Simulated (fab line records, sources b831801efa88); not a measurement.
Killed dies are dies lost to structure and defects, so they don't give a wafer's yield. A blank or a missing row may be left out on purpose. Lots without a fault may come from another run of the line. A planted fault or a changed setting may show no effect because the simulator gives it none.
Problem report in the 8D (eight disciplines) form, filled by code | flow sky130 | the parts of the form that need people (team, actions taken, sign-off) are left out

1. THE PROBLEM
SD_N_RS at SKY_SD_N_RS_MEAS_16 reads a mean of 66.47 ohm/sq on 6 wafers of 2 lots; wafers without a fault read 68.55 ohm/sq with a standard deviation of 0.13. That is -16 standard deviations from the usual mean.
The step: measures by four-point-probe.
First seen on wafer L817.1, day 33 19:38, on film_metro-04. The record holds 36 wafers of 12 lots with a number at this step. Rule for "out", or "out of limits": more than 4 standard deviations from the usual mean. The other wafers with a number count as sound.

2. WHAT IT IS AND WHAT IT IS NOT
question                    | is                     | is not
which readings at this step | SD_N_RS                | -
which lots                  | L817, L819             | L804, L805, L806, L807, L809, L811, L820, L821, L824, L826
which wafers of those lots  | all that have a number | -
read on which gauges        | film_metro-04          | film_metro-01, film_metro-02
when                        | from day 33 19:38      | up to then (18 sound wafers); but 12 sound wafers of L820, L821, L824, L826 came after

3. SUSPECTS, AND WHAT RULES EACH OUT
Counting: a tool at a process step up to the reading stays a suspect if it ran every lot that is out and no sound lot after the first of them.
- the gauge at SKY_SD_N_RS_MEAS_16: ruled out. All the wafers that are out were read on film_metro-04, but those of them that SKY_SD_N_RTA_14 has rows for are out there too, on other tools.
- rtp_anneal-02 at SKY_SD_N_RTA_14 (time 2 s): kept. It ran every lot that is out, first L817 (day 33 19:28), and no sound lot after that; its last sound lot up to then is L811 (day 31 17:13). Its own readings are out on those wafers: wafer_temp_C_max.
Left after counting: rtp_anneal-02 at SKY_SD_N_RTA_14.

4. THE CAUSE (what the simulator had put in)
Process parameter drift: rtp_anneal-02, from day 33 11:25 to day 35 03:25, at SKY_SD_N_RTA_14. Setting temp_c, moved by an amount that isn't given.
Counting left only this tool.

5. THE CHAIN OF EFFECTS, in route order
Each row: a reading whose mean over the struck wafers that have a number lies more than 3 standard deviations from the usual. Only readings for which the record gives a usual standard deviation are gone through. hours: the time from each lot's start at the first step in this table that gives one to its start at this step, as a median over the lots. sigmas: the change in usual standard deviations.
hours | step                | reading          | usual        | on struck wafers | change | sigmas
0     | SKY_SD_N_RTA_14     | wafer_temp_C_max | 1078.2       | 1088.6           | +10.4  | +7.5
0     | SKY_SD_N_RS_MEAS_16 | SD_N_RS          | 68.55 ohm/sq | 66.47            | -2.08  | -16
0     | SKY_SD_N_RS_MEAS_17 | SD_P_RS          | 147.0 ohm/sq | 136.8            | -10.2  | -27
The process steps in it:
- SKY_SD_N_RTA_14: time 2 s.

6. WHAT WOULD HAVE CAUGHT IT SOONER
In this record the first reading out of limits at a measuring or inspecting step was taken at day 33 19:38, 8 hours after the fault began at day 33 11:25.
The tool's own readings at SKY_SD_N_RTA_14 were out on every struck wafer that the step has a row for (wafer_temp_C_max): an alarm limit on them would have fired on the first of those.
Of the lots that are out (2), L819 began SKY_SD_N_RTA_14 on rtp_anneal-02 after day 33 19:38. A hold on the tool at that time would have spared it.
